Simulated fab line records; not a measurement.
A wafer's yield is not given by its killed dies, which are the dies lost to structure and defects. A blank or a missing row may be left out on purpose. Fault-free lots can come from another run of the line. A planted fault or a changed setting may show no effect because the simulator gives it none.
Problem report in the 8D (eight disciplines) form, filled by code :: flow sky130 :: the parts of the form that need people (team, actions taken, sign-off) are left out

== 1. THE ISSUE ==
Mean of killed_at_contacts at SKY_PAD_OPEN_PROBE_99: 76 across 2 wafers in 2 lots; on wafers with no fault it is 24 (standard deviation 5.1). Measured from the usual mean, that is +10 standard deviations.
Seen first at day 50 02:04 on prober-02, wafer L185.6. The record holds 11 wafers of 4 lots with a number at this step. Rule for "out" (also "out of limits"): further than 4 standard deviations from the usual mean. The rest of the wafers with a number are treated as sound.

== 2. WHAT THIS IS AND IS NOT ==
question: which readings at this step
is: killed_at_contacts, killed_dies
is not: killed_at_M0_to_M3, killed_at_M4_up, killed_at_front_end, killed_at_other, killed_open, killed_short

question: which lots
is: L185, L187
is not: L171, L181

question: which wafers of those lots
is: L185.6, L187.5
is not: L185.2, L185.5, L187.2

question: read on which tools
is: prober-02
is not: prober-01

question: when
is: from day 50 02:04
is not: up to then (8 sound wafers); but 1 sound wafer of L187 came after

== 3. SUSPECTS, AND WHAT RULES EACH OUT ==
Counting: any tool at a process step up to the reading remains a suspect provided it ran every lot that is out. Sound lots after the first of them don't rule it out here, since some wafers of a struck lot are sound.
- rie_metal-02 at SKY_LOCAL_INTERCONNECT_METAL_ETCH_14 (etches TiN in Cl2/BCl3, stops on PSG, target depth 110 nm, time 31.4 s): kept. It processed each lot that is out (first: L185, day 36 04:02); up to then, its last sound lot is L171 (day 32 12:50).
- plasma_asher-03 at SKY_LOCAL_INTERCONNECT_STRIP_15 (strips in O2/N2): kept. It ran every lot that is out, first L185 (day 36 04:05).
- prober-02 at SKY_PAD_OPEN_PROBE_99: kept. It processed each lot that is out (first: L185, day 50 01:52); up to then, its last sound lot is L181 (day 49 06:13). Out on those wafers are its own readings of killed_at_contacts, killed_dies.
- Within plasma_asher-03 at SKY_LOCAL_INTERCONNECT_STRIP_15: the wafers that are out ran in chamber 1; their sound lot-mates ran in chamber 0.
The count leaves rie_metal-02 at SKY_LOCAL_INTERCONNECT_METAL_ETCH_14, plasma_asher-03 at SKY_LOCAL_INTERCONNECT_STRIP_15, and prober-02 at SKY_PAD_OPEN_PROBE_99.

== 4. THE CAUSE (what the simulator had put in) ==
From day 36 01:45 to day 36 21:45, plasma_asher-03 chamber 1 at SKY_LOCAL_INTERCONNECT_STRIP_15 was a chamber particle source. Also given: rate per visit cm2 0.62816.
Counting left 3 suspects, and this tool is among them.

== 5. THE CHAIN OF EFFECTS, in route order ==
Each row: a reading where the mean over the struck wafers with a number is more than 3 standard deviations away from the usual. Scope: only readings with a usual standard deviation given in the record; hours: median across lots of the time from each lot's start at the first step in this table that gives one to its start at this step; sigmas: change in usual standard deviations.
hours: 0
step: SKY_PAD_OPEN_PROBE_99
reading: killed_at_contacts
usual: 24
on struck wafers: 76
change: +52
sigmas: +10

hours: 0
step: SKY_PAD_OPEN_PROBE_99
reading: killed_dies
usual: 88
on struck wafers: 136
change: +48
sigmas: +4.9
The process steps in it:
- SKY_PAD_OPEN_PROBE_99

== 6. HOW IT WOULD HAVE BEEN CAUGHT EARLIER ==
336 hours passed between the start of the fault at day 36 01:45 and the first reading out of limits in this record, taken at day 50 02:04.
Of the tool readings at SKY_LOCAL_INTERCONNECT_STRIP_15 for which the record gives a usual standard deviation, none was out on any struck wafer, so an alarm limit of 4 standard deviations on them would not have fired.
By day 50 02:04, every lot that is out (2) had started SKY_LOCAL_INTERCONNECT_STRIP_15 on plasma_asher-03. None of them would have been spared by holding the tool at that moment.
